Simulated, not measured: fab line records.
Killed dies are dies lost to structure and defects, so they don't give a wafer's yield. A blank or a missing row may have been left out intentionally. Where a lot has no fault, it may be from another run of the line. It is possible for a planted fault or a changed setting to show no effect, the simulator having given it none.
Which tool was responsible? | flow gf180mcu | 6 lots, 18 wafers sampled, at 2 steps of a route of 602

== WHAT THE GAUGES READ, wafer by wafer ==
GF_NSD_CD_MEAS_07: target cd 400 nm.
lot  | measured     | on        | cd-nm (nm)
L184 | day 14 01:40 | cd-sem-01 | 401.9 399.9 401.7
L187 | day 15 03:16 | cd-sem-02 | 398.0 398.0 397.5
L192 | day 16 15:04 | cd-sem-01 | 399.0 400.3 401.4
L194 | day 17 07:49 | cd-sem-01 | 288.7 289.5 288.9
L197 | day 18 09:05 | cd-sem-01 | 298.6 291.5 294.6
L205 | day 21 03:26 | cd-sem-01 | 398.0 400.2 398.4

== WHICH TOOL RAN EACH LOT (tool, then ch and the chambers of the sampled wafers, then the start) ==
lot  | GF_NSD_DEVELOP_06
L184 | litho-track-02 ch 0, day 14 01:31
L187 | litho-track-04 ch 0, day 15 03:07
L192 | litho-track-03 ch 0, day 16 14:55
L194 | litho-track-03 ch 0, day 17 07:40
L197 | litho-track-03 ch 0, day 18 08:56
L205 | litho-track-02 ch 0, day 21 03:17
- GF_NSD_DEVELOP_06: develop time 60 s.

== THE ANSWER, worked out from the rows above alone ==
Rule: usual is defined by the lots themselves. The widest of any qualifying gaps counts: lots, ordered by their means at a reading, are off when they make up no more than a third of the lots, leave a main group of 4 or more, and stand apart from it by 3 or more times the standard deviation of that group's means. A main group whose means are all the same, to the digits that the tables above print for the reading, isn't used. Also off: a lot with no number at a reading for which 4 or more lots have one. The other lots that the step has rows for count as sound.
Off: L194, L197 (GF_NSD_CD_MEAS_07, cd-nm). For the main group the mean is 399.5 nm and the standard deviation 1.3.
A tool fits if, at a process step before that reading, it ran every lot that is off, and no sound lot after the first of them. The gauges at GF_NSD_CD_MEAS_07 are tried like those tools. One fits: litho-track-03 at GF_NSD_DEVELOP_06. Its last sound lot is L192 (day 16 14:55), its first lot that is off L194 (day 17 07:40): a fault that began between those two fits.

== WHAT THE SIMULATOR HAD INSERTED ==
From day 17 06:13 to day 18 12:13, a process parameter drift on litho-track-03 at GF_NSD_DEVELOP_06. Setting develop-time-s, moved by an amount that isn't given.
Lots struck among those shown: L194, L197. The rule above reached the same finding.
